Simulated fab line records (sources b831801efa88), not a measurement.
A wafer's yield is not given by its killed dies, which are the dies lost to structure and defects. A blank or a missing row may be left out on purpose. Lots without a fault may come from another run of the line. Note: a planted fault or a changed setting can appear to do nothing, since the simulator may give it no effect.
Code-filled problem report in 8D (eight disciplines) form / flow sky130 / the parts of the form that need people (team, actions taken, sign-off) are left out

## 1. WHAT IS WRONG
A mean of 5.162 Pa is read at SKY_LI_CONTACT_SPUTTER_20 for chamber pressure pa, taken on 1 wafer of 1 lot, against 5.001 Pa (standard deviation 0.01) on wafers free of any fault. That is +16 standard deviations from the usual mean.
The step: material TiN, target thk 20 nm, time 80 s.
The first sign was on wafer L704.6 at day 34 03:13, on pvd sputter-03. The record holds 39 wafers of 13 lots with a number at this step. The rule behind "out" and "out of limits": a value lying over 4 standard deviations away from the usual mean. Any other wafer with a number is counted as sound.

## 2. WHAT IT IS, WHAT IT ISN'T
question=which readings at this step | is=chamber pressure pa | is not=throttle valve pct
question=which lots | is=L704 | is not=L690, L691, L693, L694, L695, L696, L698, L699, L702, L709, L711, L712
question=which wafers of those lots | is=L704.6 | is not=L704.3, L704.5
question=read on which tools | is=pvd sputter-03 | is not=pvd sputter-01, pvd sputter-02
question=when | is=from day 34 03:13 | is not=up to then (29 sound wafers); but 9 sound wafers of L709, L711, L712 came after

## 3. WHAT RULES OUT EACH SUSPECT
Counting: any tool at a process step up to the reading remains a suspect provided it ran every lot that is out. Sound lots after the first of them don't rule it out here, since some wafers of a struck lot are sound.
- plasma asher-03 at SKY_POLY_CUT_STRIP_12 (strips in O2/N2): kept. The lot that is out, L704, ran on it at day 29 13:48; the last sound lot it ran before that was L698, at day 27 10:04.
- pvd sputter-03 at SKY_LI_CONTACT_SPUTTER_20 (material TiN, target thk 20 nm, time 80 s): kept. The lot that is out, L704, ran on it at day 34 03:13; the last sound lot it ran before that was L699, at day 32 22:06. Its own chamber pressure pa readings are out on those wafers.
- The sound lot-mates ran in chamber 1 of plasma asher-03 at SKY_POLY_CUT_STRIP_12, but the wafers that are out ran in chamber 0.
What counting leaves: plasma asher-03 at SKY_POLY_CUT_STRIP_12 and pvd sputter-03 at SKY_LI_CONTACT_SPUTTER_20.

## 4. THE CAUSE (what the simulator had put in)
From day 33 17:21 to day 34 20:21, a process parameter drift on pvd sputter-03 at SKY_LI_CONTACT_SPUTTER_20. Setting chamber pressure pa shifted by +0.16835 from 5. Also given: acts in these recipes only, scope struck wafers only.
Counting left 2 suspects, and this tool is among them.

## 5. THE EFFECT CHAIN, in route order
Each row: a reading where the mean over the struck wafers with a number is more than 3 standard deviations away from the usual. Only readings for which the record gives a usual standard deviation are gone through. hours: the time from each lot's start at the first step in this table that gives one to its start at this step, as a median over the lots. sigmas: the change in usual standard deviations.
hours=0; step=SKY_LI_CONTACT_SPUTTER_20; reading=chamber pressure pa; usual=5.001 Pa; on struck wafers=5.162; change=+0.161; sigmas=+16
Here are the process steps it includes:
- SKY_LI_CONTACT_SPUTTER_20: material TiN, target thk 20 nm, time 80 s.
At these later measuring or inspecting steps, every struck wafer for which the step has a row has a number for every such reading, and none has moved that far: SKY_LI_CONTACT_THK_MEAS_23.

## 6. HOW IT WOULD HAVE BEEN CAUGHT EARLIER
In this record the first reading out of limits was taken at day 34 03:13, 10 hours after the fault began at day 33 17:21.
